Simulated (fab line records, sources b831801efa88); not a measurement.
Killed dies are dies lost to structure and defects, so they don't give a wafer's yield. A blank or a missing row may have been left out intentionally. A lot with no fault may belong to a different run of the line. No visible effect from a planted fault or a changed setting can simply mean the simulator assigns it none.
fab line records	flow sky130
record lots=6	wafers=18	last_day=50
route steps=708 shown VIA1@475 METAL2@483 PAD_OPEN@708
lots untouched by any fault: they come from a run of this same line in which no faults occurred
start_h: hours from the record's opening day to when the first of the lot's shown wafers began	wait_h: time in hours since the lot's previous step	" identical to the entry in the row above	L1.1+2: one row covering several wafers at once	- either no value or no given start	* or withheld: withheld	< > ~ a bound
route shown NAME@n: a module of which the file shows steps, and the number in the route of the first	usual: mean/standard deviation of fault-free wafers	same: alike in all rows	chamber/n: place in a boat	sites: each site's reading	_std_site: the standard deviation of these	_edge_site: inner sites' mean taken away from outer sites' mean	radius_mm: for every site, how far away it sits from the centre of the wafer	mask NAME#n: copy n	behind: the tool/chamber that last shaped the wafer	hold: why the lot went on hold/how many hours it stayed there/how the hold came to an end	device: names the non-switching transistor (n, p or np)	end of line: tests of these same wafers at the route's end	for a step that has no rows: nothing shown but its recipe	killed: at the first sort, the dies lost to defects and structure; wafer yield is something else	map: dies across one wafer; x = killed, . = not, _ = none there
set.NAME: the setting the step ran with; set.NAME@STEP: the setting that earlier step ran with	model.NAME: the simulator's own value behind a step, which no gauge read
lots at selected steps of the route; one table per step, one row per wafer
services: from which hour (start_h, from the record's first day; less than 0 if before it) a tool's chamber was out of use, for how many hours, and why
## steps
# step SKY_VIA1_STRIP_17
# recipe chemistry=post_etch_residue_remover	time_s=1200	temp_c=72.5
# step SKY_VIA1_CLEAN_18
# recipe chemistry=IPA	time_s=180	temp_c=25
# step SKY_VIA1_CLEAN_19
# recipe chemistry=O3/DIW	dry=n2_spin
# step SKY_VIA1_SPUTTER_20
# recipe material=TiN	target_thk_nm=20	chamber_pressure_pa=5	power_w=4000	time_s=80
# step SKY_VIA1_CVD_21
# recipe material=W	target_thk_nm=270	time_s=80.902	temp_c=400	pressure_torr=40
# usual heater_power_w=853/57
lot.wafer	tool	chamber	start_h	wait_h	heater_power_w
L800.2	cvd_w-01	0	829.54	0.0	825
L800.3	"	1	"	"	828
L800.5	"	0	"	"	845
L803.1	cvd_w-02	1	846.08	0.0	913
L803.3	"	1	"	"	929
L803.5	"	0	"	"	918
L813.1	cvd_w-02	0	921.74	0.0	927
L813.2	"	1	"	"	898
L813.3	"	0	"	"	925
L814.1	cvd_w-01	1	926.39	0.0	709
L814.2	"	0	"	"	770
L814.6	"	0	"	"	810
L817.1	cvd_w-02	0	947.59	0.0	895
L817.2	"	1	"	"	904
L817.6	"	0	"	"	905
L818.1	cvd_w-01	0	956.92	0.0	792
L818.2	"	1	"	"	768
L818.3	"	0	"	"	791
# step SKY_VIA1_RS_MEAS_22
# recipe thk_meas_gauge=four-point-probe	reads=W_of_VIA1_CVD_21+TiN_of_VIA1_SPUTTER_20
# usual VIA1_W_RS=0.427/0.0057
lot.wafer	tool	chamber	start_h	wait_h	VIA1_W_RS[ohm/sq]
L800.2	film_metro-04	-	829.65	0.1	0.431
L800.3	"	-	"	"	0.432
L800.5	"	-	"	"	0.424
L803.1	film_metro-01	-	846.17	0.1	0.428
L803.3	"	-	"	"	0.428
L803.5	"	-	"	"	0.430
L813.1	film_metro-04	-	921.83	0.1	0.432
L813.2	"	-	"	"	0.424
L813.3	"	-	"	"	0.430
L814.1	film_metro-02	-	926.48	0.1	0.429
L814.2	"	-	"	"	0.426
L814.6	"	-	"	"	0.428
L817.1	film_metro-04	-	947.68	0.1	0.436
L817.2	"	-	"	"	0.427
L817.6	"	-	"	"	0.441
L818.1	film_metro-02	-	957.02	0.1	0.427
L818.2	"	-	"	"	0.430
L818.3	"	-	"	"	0.428
# step SKY_VIA1_THK_MEAS_23
# recipe thk_meas_gauge=xrf	reads=W_of_VIA1_CVD_21
# usual VIA1_W_THK=265/3.6
lot.wafer	tool	chamber	start_h	wait_h	VIA1_W_THK[nm]
L800.2	film_metro-04	-	829.76	0.1	261
L800.3	"	-	"	"	261
L800.5	"	-	"	"	266
L803.1	film_metro-01	-	846.29	0.1	265
L803.3	"	-	"	"	265
L803.5	"	-	"	"	264
L813.1	film_metro-04	-	921.95	0.1	261
L813.2	"	-	"	"	266
L813.3	"	-	"	"	262
L814.1	film_metro-02	-	926.60	0.1	267
L814.2	"	-	"	"	269
L814.6	"	-	"	"	267
L817.1	film_metro-04	-	947.80	0.1	259
L817.2	"	-	"	"	265
L817.6	"	-	"	"	258
L818.1	film_metro-02	-	957.14	0.1	266
L818.2	"	-	"	"	263
L818.3	"	-	"	"	265
# step SKY_VIA1_CMP_24
# recipe stop_on=SiO2	t_overpolish_s=15	down_force_psi=3.5	platen_rpm=60	target_thk_nm=0	pad_velocity_m_s=0.94248
# usual motor_current_A=10.8/0.72	overpolish_run_s=15.000/0.0087	time_to_endpoint_s=65/3.1
lot.wafer	tool	chamber	start_h	wait_h	motor_current_A	overpolish_run_s	time_to_endpoint_s
L800.2	cmp-02	0	829.81	0.0	12.3	15.010	66
L800.3	"	1	"	"	11.5	14.991	66
L800.5	"	1	"	"	11.2	15.005	68
L803.3	cmp-01	2	846.45	0.1	10.5	15.002	71
L803.1	"	3	"	"	12.1	15.001	67
L803.5	"	0	"	"	10.5	14.993	67
L813.2	cmp-02	0	922.01	0.0	12.1	14.989	65
L813.3	"	1	"	"	10.7	14.987	69
L813.1	"	3	"	"	10.1	15.013	67
L814.2	cmp-01	1	926.88	0.3	10.8	15.006	62
L814.1	"	3	"	"	11.3	15.002	64
L814.6	"	1	"	"	11.1	15.001	65
L817.2	cmp-01	0	947.86	0.0	11.1	14.992	68
L817.1	"	1	"	"	11.2	15.001	64
L817.6	"	0	"	"	10.7	14.992	67
L818.1	cmp-02	3	957.20	0.1	10.2	14.990	63
L818.2	"	1	"	"	10.4	15.005	64
L818.3	"	2	"	"	10.0	14.989	63
# step SKY_METAL2_SPUTTER_00
# recipe material=Ti	target_thk_nm=15	power_w=3000	time_s=10	chamber_pressure_pa=0.4
# step SKY_METAL2_SPUTTER_01
# recipe material=TiN	target_thk_nm=20	power_w=6500	time_s=16.7	chamber_pressure_pa=0.4
# step SKY_METAL2_SPUTTER_02
# recipe material=AlCu	target_thk_nm=250	power_w=10600	time_s=13.3	chamber_pressure_pa=0.4
# usual cathode_dc_power_W=10600/1.9	throttle_valve_pct=30.4/1.2
lot.wafer	tool	chamber	start_h	wait_h	cathode_dc_power_W	throttle_valve_pct
L800.2	pvd_sputter-01	-	830.16	0.0	10598	31.4
L800.3	"	-	"	"	10598	31.3
L800.5	"	-	"	"	10599	31.9
L803.1	pvd_sputter-03	-	846.70	0.0	10599	29.0
L803.3	"	-	"	"	10598	30.8
L803.5	"	-	"	"	10600	30.0
L813.1	pvd_sputter-03	-	922.36	0.0	10597	30.0
L813.2	"	-	"	"	10600	30.9
L813.3	"	-	"	"	10603	28.5
L814.1	pvd_sputter-03	-	927.22	0.0	10601	28.9
L814.2	"	-	"	"	10601	30.0
L814.6	"	-	"	"	10603	30.9
L817.1	pvd_sputter-01	-	948.21	0.0	10600	31.2
L817.2	"	-	"	"	10599	31.9
L817.6	"	-	"	"	10598	31.1
L818.1	pvd_sputter-01	-	957.54	0.0	10599	31.9
L818.2	"	-	"	"	10598	31.2
L818.3	"	-	"	"	10602	31.1
# step SKY_METAL2_SPUTTER_03
# recipe material=Ti	target_thk_nm=5	power_w=3000	time_s=3.3	chamber_pressure_pa=0.4
# step SKY_METAL2_SPUTTER_04
# recipe material=TiN	target_thk_nm=70	power_w=6500	time_s=58.3	chamber_pressure_pa=0.4
# usual cathode_dc_power_W=6500.1/1.2	throttle_valve_pct=30.4/1.3
lot.wafer	tool	chamber	start_h	wait_h	cathode_dc_power_W	throttle_valve_pct	model.TiN_of_METAL2_SPUTTER_04.thk_nm
L800.2	pvd_sputter-01	-	830.20	0.0	6501.2	31.4	69.16
L800.3	"	-	"	"	6501.7	31.2	69.74
L800.5	"	-	"	"	6498.8	32.1	70.21
L803.1	pvd_sputter-03	-	846.74	0.0	6501.6	28.6	69.57
L803.3	"	-	"	"	6500.1	30.9	70.06
L803.5	"	-	"	"	6500.3	30.1	69.67
L813.1	pvd_sputter-03	-	922.40	0.0	6499.9	29.8	69.27
L813.2	"	-	"	"	6499.9	31.0	82.32
L813.3	"	-	"	"	6501.5	28.2	69.81
L814.1	pvd_sputter-03	-	927.27	0.0	6499.0	28.7	69.57
L814.2	"	-	"	"	6499.5	30.1	81.01
L814.6	"	-	"	"	6498.6	30.9	69.62
L817.1	pvd_sputter-01	-	948.25	0.0	6499.4	31.1	70.21
L817.2	"	-	"	"	6499.6	31.8	69.13
L817.6	"	-	"	"	6500.2	31.1	69.72
L818.1	pvd_sputter-01	-	957.59	0.0	6500.5	32.0	69.59
L818.2	"	-	"	"	6501.8	31.6	69.98
L818.3	"	-	"	"	6498.8	31.2	70.66
# step SKY_METAL2_RS_MEAS_05
# recipe thk_meas_gauge=four-point-probe	reads=TiN_of_METAL2_SPUTTER_04+Ti_of_METAL2_SPUTTER_03+AlCu_of_METAL2_SPUTTER_02+TiN_of_METAL2_SPUTTER_01+Ti_of_METAL2_SPUTTER_00
# usual METAL2_ALCU_RS=0.1262/0.0014
lot.wafer	tool	chamber	start_h	wait_h	hold	METAL2_ALCU_RS[ohm/sq]
L800.2	film_metro-03	-	830.27	0.0	-	0.1279
L800.3	"	-	"	"	-	0.1261
L800.5	"	-	"	"	-	0.1273
L803.1	film_metro-04	-	846.79	0.0	-	0.1291
L803.3	"	-	"	"	-	0.1283
L803.5	"	-	"	"	-	0.1274
L813.1	film_metro-04	-	922.45	0.0	await_dispo/0.2h/release	0.1246
L813.2	"	-	"	"	await_dispo/0.2h/release	0.1237
L813.3	"	-	"	"	await_dispo/0.2h/release	0.1232
L813.1	film_metro-04	-	922.74	0.3	-	0.1242
L813.2	"	-	"	"	-	0.1241
L813.3	"	-	"	"	-	0.1231
L814.1	film_metro-02	-	927.32	0.0	await_dispo/0.2h/release	0.1261
L814.2	"	-	"	"	await_dispo/0.2h/release	0.1256
L814.6	"	-	"	"	await_dispo/0.2h/release	0.1246
L814.1	film_metro-02	-	927.60	0.3	-	0.1264
L814.2	"	-	"	"	-	0.1262
L814.6	"	-	"	"	-	0.1248
L817.1	film_metro-04	-	948.30	0.0	-	0.1276
L817.2	"	-	"	"	-	0.1265
L817.6	"	-	"	"	-	0.1263
L818.1	film_metro-04	-	957.64	0.0	-	0.1262
L818.2	"	-	"	"	-	0.1255
L818.3	"	-	"	"	-	0.1269
# step SKY_METAL2_THK_MEAS_06
# recipe thk_meas_gauge=xrf	reads=AlCu_of_METAL2_SPUTTER_02
# usual METAL2_ALCU_THK=255/3.1
lot.wafer	tool	chamber	start_h	wait_h	hold	METAL2_ALCU_THK[nm]
L800.2	film_metro-03	-	830.38	0.1	-	252
L800.3	"	-	"	"	-	258
L800.5	"	-	"	"	-	253
L803.1	film_metro-04	-	846.91	0.1	-	251
L803.3	"	-	"	"	-	253
L803.5	"	-	"	"	-	251
L813.1	film_metro-04	-	923.90	1.1	await_dispo/1.0h/release	258
L813.2	"	-	"	"	await_dispo/1.0h/release	253
L813.3	"	-	"	"	await_dispo/1.0h/release	258
L814.1	film_metro-02	-	927.72	0.1	-	251
L814.2	"	-	"	"	-	246
L814.6	"	-	"	"	-	254
L817.1	film_metro-04	-	948.42	0.1	-	252
L817.2	"	-	"	"	-	256
L817.6	"	-	"	"	-	254
L818.1	film_metro-04	-	957.76	0.1	-	257
L818.2	"	-	"	"	-	257
L818.3	"	-	"	"	-	255
# step SKY_METAL2_DEHYDRATE_07
# recipe temp_c=200	time_s=60
# step SKY_METAL2_HMDS_08
# recipe prime_time_s=60	prime_temp_c=120
# step SKY_METAL2_COAT_09
# recipe resist=BARC	temp_c=withheld	time_s=withheld	spin_rpm=3000	resist_thk_nm=60
# step SKY_METAL2_COAT_10
# recipe resist=KrF-thick	spin_rpm=3000	resist_thk_nm=450
# step SKY_METAL2_SOFTBAKE_11
# recipe temp_c=100	time_s=90	resist=KrF-thick
# step SKY_METAL2_EXPOSE_12
# recipe mask_id=MM2	na=0.8	source_shape=annular	sigma_inner=0.55	sigma_outer=0.85	target_cd_nm=140	dose_mj=28
# step SKY_METAL2_PEB_13
# recipe peb_temp_c=withheld	peb_time_s=withheld	resist=KrF-thick
# step SKY_METAL2_DEVELOP_14
# recipe develop_time_s=60	resist=KrF-thick	dev_temp_c=21
# step SKY_METAL2_CD_MEAS_15
# recipe target_cd_nm=140
# usual cd_nm=140.4/1.6
lot.wafer	tool	chamber	start_h	wait_h	cd_nm
L800.2	cd_sem-01	-	856.51	-	141.0
L800.3	"	-	"	"	141.5
L800.5	"	-	"	"	141.4
L803.1	cd_sem-01	-	873.59	-	140.0
L803.3	"	-	"	"	140.0
L803.5	"	-	"	"	140.0
L813.1	cd_sem-02	-	948.29	-	141.6
L813.2	"	-	"	"	142.6
L813.3	"	-	"	"	142.4
L814.1	cd_sem-02	-	952.72	-	139.8
L814.2	"	-	"	"	140.4
L814.6	"	-	"	"	139.5
L817.1	cd_sem-02	-	973.29	-	142.7
L817.2	"	-	"	"	142.9
L817.6	"	-	"	"	143.6
L818.1	cd_sem-01	-	982.13	-	140.2
L818.2	"	-	"	"	138.7
L818.3	"	-	"	"	138.4
# step SKY_METAL2_OVL_MEAS_16
# usual METAL2_OVL=-1/6.4
lot.wafer	tool	chamber	start_h	wait_h	METAL2_OVL[nm]
L800.2	overlay-01	-	856.62	0.1	8
L800.3	"	-	"	"	9
L800.5	"	-	"	"	2
L803.1	overlay-02	-	873.71	0.1	-3
L803.3	"	-	"	"	7
L803.5	"	-	"	"	2
L813.1	overlay-01	-	948.41	0.1	5
L813.2	"	-	"	"	-1
L813.3	"	-	"	"	1
L814.1	overlay-01	-	952.84	0.1	1
L814.2	"	-	"	"	4
L814.6	"	-	"	"	-1
L817.1	overlay-02	-	973.41	0.1	6
L817.2	"	-	"	"	10
L817.6	"	-	"	"	10
L818.1	overlay-01	-	982.25	0.1	4
L818.2	"	-	"	"	1
L818.3	"	-	"	"	-3
# step SKY_METAL2_DESCUM_17
# recipe chemistry=O2	source_power_w=150	bias_power_w=0	pressure_mtorr=10	temp_c=40	time_s=8
# step SKY_METAL2_ETCH_18
# recipe chemistry=N2/H2	target=BARC	ion_energy_ev=200	bias_w=100	pressure_mtorr=30	n2_flow_sccm=100	h2_flow_sccm=200	icp_w=500	stop_on=SiO2	time_s=45.9	target_depth_a=600
# usual drypump_motor_current_A=5.8/0.36	oes_product_au=0.855/0.0045	throttle_valve_pct=13.225/0.01
lot.wafer	tool	chamber	start_h	wait_h	drypump_motor_current_A	oes_product_au	rf_hours_counter_h	throttle_valve_pct
L800.2	rie_metal-04	0	856.68	0.0	6.3	0.854	14	13.244
L800.3	"	1	"	"	5.2	0.853	-	13.232
L800.5	"	1	"	"	5.2	0.858	-	13.226
L803.1	rie_metal-04	1	873.78	0.0	5.2	0.855	7	13.230
L803.3	"	1	"	"	5.2	0.856	-	13.222
L803.5	"	0	"	"	6.3	0.863	-	13.229
L813.1	rie_metal-01	1	948.48	0.0	5.7	0.853	6	13.204
L813.2	"	0	"	"	5.6	0.851	3	13.214
L813.3	"	0	"	"	5.7	0.859	-	13.227
L814.1	rie_metal-01	0	952.90	0.0	5.7	0.845	3	13.209
L814.2	"	1	"	"	5.7	0.852	6	13.231
L814.6	"	0	"	"	5.7	0.860	-	13.228
L817.1	rie_metal-03	1	973.48	0.0	5.4	0.858	15	13.229
L817.2	"	0	"	"	6.3	0.849	18	13.228
L817.6	"	0	"	"	6.2	0.850	-	13.223
L818.1	rie_metal-04	1	982.31	0.0	5.2	0.854	12	13.213
L818.2	"	0	"	"	6.3	0.854	19	13.226
L818.3	"	1	"	"	5.2	0.855	-	13.223
# step SKY_METAL2_METAL_ETCH_19
# recipe target_depth_a=3600	stop_on=SiO2	over_etch_frac=0.3	time_s=78	chemistry=Cl2/BCl3	resist_sidewall_deg=88	pressure_mtorr=10	icp_w=900	bias_w=48.5	Cl2_flow_sccm=60	bcl3_flow_sccm=30
# usual drypump_motor_current_A=5.7/0.36	oes_product_au=0.856/0.0054	throttle_valve_pct=22.265/0.0093
lot.wafer	tool	chamber	start_h	wait_h	drypump_motor_current_A	oes_product_au	rf_hours_counter_h	throttle_valve_pct
L800.2	rie_metal-04	0	856.74	0.0	6.3	0.859	14	22.272
L800.3	"	1	"	"	5.3	0.860	-	22.263
L800.5	"	1	"	"	5.2	0.859	-	22.260
L803.1	rie_metal-04	1	873.84	0.0	5.2	0.848	7	22.274
L803.3	"	1	"	"	5.2	0.853	-	22.251
L803.5	"	0	"	"	6.3	0.859	-	22.251
L813.1	rie_metal-01	1	948.54	0.0	5.7	0.857	6	22.275
L813.2	"	0	"	"	5.7	0.855	3	22.237
L813.3	"	0	"	"	5.6	0.855	-	22.253
L814.1	rie_metal-01	0	952.97	0.0	5.6	0.856	3	22.265
L814.2	"	1	"	"	5.7	0.856	6	22.278
L814.6	"	0	"	"	5.6	0.867	-	22.263
L817.1	rie_metal-03	1	973.54	0.0	5.4	0.856	15	22.263
L817.2	"	0	"	"	6.2	0.850	18	22.242
L817.6	"	0	"	"	6.2	0.864	-	22.278
L818.1	rie_metal-04	1	982.38	0.0	5.2	0.859	12	22.269
L818.2	"	0	"	"	6.3	0.861	20	22.276
L818.3	"	1	"	"	5.2	0.855	-	22.269
# step SKY_METAL2_STRIP_20
# recipe chemistry=O2/N2	power_w=1400	pressure_mtorr=1500	platen_temp_c=withheld	o2_flow_sccm=3000	n2_flow_sccm=300	overash_fraction=0.5
# step SKY_METAL2_STRIP_21
# recipe chemistry=post_etch_residue_remover	time_s=1200	temp_c=72.5
lot.wafer	tool	chamber	start_h	wait_h	model.TiN_of_METAL2_SPUTTER_04.thk_nm
L800.2	wet_bench-04	2	856.93	0.1	68.74
L800.3	"	2	"	"	69.31
L800.5	"	2	"	"	69.79
L803.1	wet_bench-02	3	874.03	0.1	69.14
L803.3	"	3	"	"	69.64
L803.5	"	3	"	"	69.24
L813.1	wet_bench-03	3	948.73	0.1	68.85
L813.2	"	3	"	"	81.9
L813.3	"	3	"	"	69.39
L814.1	wet_bench-03	0	953.16	0.1	69.15
L814.2	"	0	"	"	80.59
L814.6	"	0	"	"	69.2
L817.1	wet_bench-04	2	973.73	0.1	69.79
L817.2	"	2	"	"	68.7
L817.6	"	2	"	"	69.3
L818.1	wet_bench-03	3	982.57	0.1	69.17
L818.2	"	3	"	"	69.56
L818.3	"	3	"	"	70.23
# step SKY_METAL2_CLEAN_22
# recipe chemistry=IPA	time_s=180	temp_c=25
# step SKY_PAD_OPEN_PROBE_99
# usual defect_limited_yield=82.7/1.9	killed_at_M0_to_M3=44/7.2	killed_at_M4_up=2.9/1.8	killed_at_contacts=24/5.2	killed_at_front_end=15/4	killed_at_other=0.2/0.49	killed_dies=85/9.1	killed_open=47/6.8	killed_short=38/5.7	sort_bin_3_pad_short=0.9/0.44	sort_bin_5_function=10.3/1.4	sort_bin_6_memory=6.2/1.1	sort_n_pass=407/9.1	sort_yield_pct=82.7/1.9
# same gross_dies=492	killed_at_back_side=0	sort_bin_4_leakage[%]=0	sort_bin_8_speed[%]=0
lot.wafer	tool	chamber	start_h	wait_h	defect_limited_yield[%]	killed_at_M0_to_M3	killed_at_M4_up	killed_at_contacts	killed_at_front_end	killed_at_other	killed_dies	killed_open	killed_short	sort_bin_3_pad_short[%]	sort_bin_5_function[%]	sort_bin_6_memory[%]	sort_n_pass	sort_yield_pct[%]
L800.2	prober-01	-	1111.07	0.1	81.7	38	4	27	20	1	90	42	48	0.6	9.8	7.9	402	81.7
L800.3	prober-01	-	1111.12	0.2	83.5	48	4	14	15	0	81	41	40	0.4	12.4	3.7	411	83.5
L800.5	prober-01	-	1111.22	0.2	83.7	41	5	23	11	0	80	50	30	0.4	8.5	7.3	412	83.7
L813.1	prober-02	-	1180.77	0.1	82.1	48	1	26	13	0	88	43	45	1.2	10.8	5.9	404	82.1
L814.1	prober-01	-	1184.18	0.1	83.9	44	1	15	18	1	79	43	36	1.4	8.9	5.7	413	83.9
L814.2	prober-01	-	1184.23	0.1	82.5	42	5	19	20	0	86	46	40	1.0	10.8	5.7	406	82.5
L814.6	prober-01	-	1184.43	0.2	81.3	47	1	27	17	0	92	51	41	1.2	11.4	6.1	400	81.3
L818.1	prober-01	-	1204.21	0.1	81.5	41	1	26	23	0	91	54	37	0.8	11.2	6.5	401	81.5
L818.2	prober-01	-	1204.26	0.1	84.3	36	4	21	16	0	77	45	32	1.0	8.9	5.7	415	84.3
L818.3	prober-01	-	1204.31	0.2	81.5	48	2	29	11	1	91	50	41	0.2	12.4	5.9	401	81.5
# killed by level:class
L800.2 VIA1:geometric_particle:open=10 CONTACT:geometric_particle:open=8 FIELD_ISO:geometric_particle:short=7 LI_CONTACT:geometric_particle:open=6 VIA1:geometric_particle:short=6 VIA3:geometric_particle:open=6 LOCAL_INTERCONNECT:geometric_particle:short=5 CONTACT:geometric_particle:short=5
L800.3 VIA2:geometric_particle:open=8 VIA1:geometric_particle:open=7 VIA1:geometric_particle:short=7 FIELD_ISO:geometric_particle:short=5 VIA3:geometric_particle:open=5 FIELD_ISO:geometric_particle:open=4 CONTACT:geometric_particle:open=4 CONTACT:geometric_particle:short=4
L800.5 VIA1:geometric_particle:open=11 CONTACT:geometric_particle:open=10 VIA3:geometric_particle:open=8 VIA2:geometric_particle:open=6 CONTACT:geometric_particle:short=5 VIA1:geometric_particle:short=5 METAL2:geometric_particle:short=5 LI_CONTACT:geometric_particle:open=4
L813.1 METAL1:geometric_particle:short=13 CONTACT:geometric_particle:open=11 VIA2:geometric_particle:open=10 POLY_GATE:geometric_particle:short=6 VIA1:geometric_particle:open=6 LI_CONTACT:geometric_particle:open=5 VIA1:geometric_particle:short=4 METAL2:geometric_particle:short=4
L814.1 VIA3:geometric_particle:open=10 VIA2:geometric_particle:open=9 CONTACT:geometric_particle:open=7 METAL1:geometric_particle:short=6 VIA1:geometric_particle:short=5 VIA3:geometric_particle:short=5 POLY_GATE:geometric_particle:short=4 POLY_GATE:geometric_particle:open=4
L814.2 CONTACT:geometric_particle:open=8 METAL2:geometric_particle:short=7 FIELD_ISO:geometric_particle:open=6 VIA1:geometric_particle:open=6 METAL1:geometric_particle:short=5 SPACER:geometric_particle:open=4 LI_CONTACT:geometric_particle:open=4 VIA3:geometric_particle:open=4
L814.6 VIA1:geometric_particle:open=12 CONTACT:geometric_particle:open=7 VIA2:geometric_particle:open=7 POLY_GATE:geometric_particle:open=6 LOCAL_INTERCONNECT:geometric_particle:short=6 CONTACT:geometric_particle:short=6 METAL1:geometric_particle:short=6 LI_CONTACT:geometric_particle:open=5
L818.1 CONTACT:geometric_particle:open=15 FIELD_ISO:geometric_particle:open=8 VIA1:geometric_particle:open=8 VIA2:geometric_particle:open=7 FIELD_ISO:geometric_particle:short=5 POLY_GATE:geometric_particle:open=5 METAL1:geometric_particle:short=5 VIA2:geometric_particle:short=5
L818.2 LI_CONTACT:geometric_particle:open=9 VIA2:geometric_particle:open=8 FIELD_ISO:geometric_particle:open=6 CONTACT:geometric_particle:open=6 VIA1:geometric_particle:open=6 POLY_GATE:geometric_particle:short=5 VIA1:geometric_particle:short=4 VIA3:geometric_particle:open=4
L818.3 VIA3:geometric_particle:open=12 CONTACT:geometric_particle:open=11 LI_CONTACT:geometric_particle:open=9 VIA2:geometric_particle:open=9 VIA1:geometric_particle:short=8 METAL1:geometric_particle:short=6 CONTACT:geometric_particle:short=5 FIELD_ISO:geometric_particle:short=4
## services
tool	chamber	start_h	hours	kind
rie_metal-04	-	821.41	0.3	repair
pvd_sputter-03	-	826.09	6.4	repair
cvd_w-01	-	832.26	0.4	repair
rie_metal-04	-	833.85	0.6	repair
cmp-02	-	844.01	6.1	repair
rie_metal-01	-	845.10	1.6	repair
cmp-01	-	853.43	0.9	repair
cvd_w-02	-	862.20	14.6	pm
rie_metal-01	0	862.23	-	clean
cmp-02	-	862.74	19.6	pm
wet_bench-03	-	871.79	1.9	pm
cmp-01	-	882.59	5.5	pm
cmp-02	-	892.65	5.4	pm
cvd_w-01	-	904.00	14.0	pm
cmp-02	-	912.07	4.0	pm
cmp-02	-	912.90	1.0	repair
cmp-01	-	916.07	5.4	pm
cmp-02	-	922.56	6.5	repair
rie_metal-03	0	925.01	1.5	repair
pvd_sputter-01	-	962.29	24.6	repair
cmp-01	-	967.33	6.7	repair
cvd_w-01	-	967.39	6.9	pm
cmp-02	-	982.08	4.1	repair
wet_bench-02	-	982.12	1.9	pm
## key
first_sign step=SKY_METAL2_RS_MEAS_05	reading=visit	direction=added
effect none on later readings
model_effect step=SKY_METAL2_SPUTTER_04	value=TiN_of_METAL2_SPUTTER_04.thk_nm	without=69.59	struck=81.67
model_effect step=SKY_METAL2_STRIP_21	value=TiN_of_METAL2_SPUTTER_04.thk_nm	without=69.18	struck=81.25
met_at SKY_METAL2_SPUTTER_04
struck_wafers L813.2,L814.2
onset_between 846.74 922.40
fault kind=process_parameter_drift	tool=pvd_sputter-03	chamber=-	onset_h=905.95	steps=SKY_METAL2_SPUTTER_04	channel=time_s	offset=*	shape=step	end_h=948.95	scope=struck_wafers_only	acts_in=*	stated=*
